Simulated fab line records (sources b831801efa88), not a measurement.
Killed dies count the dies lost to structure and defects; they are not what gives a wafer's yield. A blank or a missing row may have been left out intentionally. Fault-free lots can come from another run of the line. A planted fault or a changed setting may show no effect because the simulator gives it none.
One fault through the eyes of 2 desks    flow sky130    each desk holds nothing but its own numbers, with what lay behind them at the end

## TOOL OWNER'S DESK, lpcvd-02
The tool's own readings at SKY_FIELD_ISO_CVD_03 (deposits Si3N4 from DCS/NH3, target thk 165 nm, time 2830 s): means of the sampled wafers that have a number, for each lot that ran on this tool. Any lot whose mean is over 4 standard deviations away from the usual mean is out of limits and marked OUT; that distance is given in the brackets.
Columns: A = pressure-mtorr at SKY_FIELD_ISO_CVD_03, usual 249.9 mTorr; B = spike-tc-bottom-C at SKY_FIELD_ISO_CVD_03, usual 789.8 C
lot   first seen here  A      B
L149  day 1 11:41      250.1  789.8
L151  day 1 23:32      249.5  790.5
L152  day 2 04:01      249.9  790.2
L154  day 2 14:20      249.5  790.3
L157  day 3 03:41      250.1  788.6
L161  day 3 23:41      250.4  789.7
L165  day 4 20:34      249.4  790.5
L168  day 5 11:44      249.4  789.7
L171  day 6 03:52      250.2  789.6
L172  day 6 07:00      250.4  790.6
This desk's finding: nothing out of limits on any of the 10 lots.

## FROM THE METROLOGY DESK
Lot by lot, what the gauges showed, no matter which tool ran the lot: averages of those sampled wafers that carry a number. Any lot whose mean is over 4 standard deviations away from the usual mean is out of limits and marked OUT; that distance is given in the brackets.
Columns: A = FIELD_ISO_OXIDATION_01_THK at SKY_FIELD_ISO_THK_MEAS_23, usual 9.95 nm; B = NWELL_OXIDATION_THK at SKY_NWELL_THK_MEAS_02, usual 9.89 nm; C = VT_ADJUST_LVTN_TW at SKY_VT_ADJUST_LVTN_TW_MEAS_10, usual 241.3
lot   first seen here  A      B      C
L149  day 2 06:35      10.03  10.16  244.3
L151  day 2 18:48      10.13  10.18  241.9
L152  day 2 23:50      9.91   9.80   244.0
L154  day 3 09:48      9.91   9.77   240.2
L157  day 4 00:49      10.10  9.64   239.2
L161  day 4 20:49      10.05  9.93   239.0
L165  day 5 19:13      10.03  9.90   238.9
L168  day 6 10:44      10.03  9.67   239.7
L171  day 7 07:53      10.15  9.72   244.5
L172  day 7 07:56      10.04  9.77   241.7
This desk's finding: nothing out of limits on any of the 10 lots.

## ALL TOGETHER
The tool owner's desk saw nothing out of limits.
At the metrology desk, nothing out of limits was observed.

## WHAT HAD BEEN PUT IN BY THE SIMULATOR
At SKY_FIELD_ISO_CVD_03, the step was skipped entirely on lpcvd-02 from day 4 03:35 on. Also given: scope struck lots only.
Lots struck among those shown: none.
